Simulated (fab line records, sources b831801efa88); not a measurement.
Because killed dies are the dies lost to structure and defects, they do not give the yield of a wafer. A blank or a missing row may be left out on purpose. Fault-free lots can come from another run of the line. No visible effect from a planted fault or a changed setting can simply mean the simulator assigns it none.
Tool commonality check ; flow gf180mcu ; Sampled: 13 lots, 39 wafers

== WHY THIS WAS OPENED ==
GF_PSD_RS_MEAS_14, reading NSD_RS: flagged on 2 of 13 lots. Wafers without a fault read 46.14 ohm/sq, standard deviation 0.09.
Rule: a lot gets a flag if all its wafers with a number sit over 4 standard deviations from that mean, or if no wafer of it has a number. The other lots count as sound.

lot;measured;on;NSD_RS (ohm/sq), wafer by wafer;flag
L857;day 14 05:29;film-metro-01;46.11 46.17 46.18;
L859;day 14 18:39;film-metro-04;46.25 46.21 46.16;
L863;day 16 14:49;film-metro-02;46.24 46.20 46.15;
L862;day 16 16:08;film-metro-02;46.32 46.17 46.25;
L864;day 17 03:02;film-metro-01;46.22 46.12 46.15;
L865;day 17 03:16;film-metro-02;46.25 46.31 46.35;
L866;day 17 12:59;film-metro-02;46.15 46.12 46.13;
L868;day 18 09:08;film-metro-02;46.14 46.19 46.14;
L869;day 18 10:40;film-metro-04;46.10 46.19 46.16;
L871;day 19 02:17;film-metro-02;40.30 40.35 40.33;FLAGGED
L872;day 19 14:43;film-metro-01;46.30 46.17 46.12;
L874;day 20 01:10;film-metro-04;40.47 40.44 40.41;FLAGGED
L880;day 22 08:11;film-metro-04;46.09 46.08 45.96;
Average over the flagged lots: 40.38 ohm/sq; offset from the usual -5.76 ohm/sq, equal to -64 standard deviations.

== WHICH TOOL RAN EACH LOT ==
The record keeps 1 process step preceding the reading, out of 602 steps on the route. Every cell lists first the tool, next ch and the chambers used by the sampled wafers, and last the start.
lot;flag;GF_PSD_RTA_13
L857;;rtp-anneal-01 ch 0, day 14 05:24
L859;;rtp-anneal-01 ch 0, day 14 18:34
L863;;rtp-anneal-02 ch 0, day 16 14:44
L862;;rtp-anneal-01 ch 0, day 16 16:02
L864;;rtp-anneal-02 ch 0, day 17 02:57
L865;;rtp-anneal-02 ch 0, day 17 03:10
L866;;rtp-anneal-01 ch 0, day 17 12:55
L868;;rtp-anneal-02 ch 0, day 18 09:03
L869;;rtp-anneal-01 ch 0, day 18 10:35
L871;FLAGGED;rtp-anneal-02 ch 0, day 19 02:11
L872;;rtp-anneal-01 ch 0, day 19 14:38
L874;FLAGGED;rtp-anneal-02 ch 0, day 20 01:05
L880;;rtp-anneal-01 ch 0, day 22 08:07
What these steps do:
- GF_PSD_RTA_13: time 20 s.
- GF_PSD_RS_MEAS_14: measures by four-point-probe.

== FLAGGED AGAINST TOTAL, ONE TOOL AT A TIME (gauges that did the reading follow at the end) ==
step;tool;lots run;flagged;share of the flagged lots;sound lots run after its first flagged lot
GF_PSD_RTA_13;rtp-anneal-01;7;0;none;-
GF_PSD_RTA_13;rtp-anneal-02;6;2;all;0
GF_PSD_RS_MEAS_14;film-metro-01;3;0;none;-
GF_PSD_RS_MEAS_14;film-metro-02;6;1;some;0
GF_PSD_RS_MEAS_14;film-metro-04;4;1;some;1 (L880)

== WHAT THE TABLE ALLOWS ==
In the table, 1 row covers all flagged lots: rtp-anneal-02 at GF_PSD_RTA_13.
- rtp-anneal-02 at GF_PSD_RTA_13: 2 of its 6 lots flagged. Last sound lot L868 at day 18 09:03, first flagged lot L871 at day 19 02:11; a fault beginning in between fits. Its own readings (wafer_temp_C_max) fall more than 4 standard deviations out on all wafers of the flagged lots.
One tool is left: rtp-anneal-02 at GF_PSD_RTA_13.

== WHAT THE SIMULATOR HAD PUT IN ==
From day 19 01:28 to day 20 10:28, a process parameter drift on rtp-anneal-02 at GF_PSD_RTA_13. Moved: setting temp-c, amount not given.
Shown lots that were struck: L871, L874. The rule given above showed the same thing.
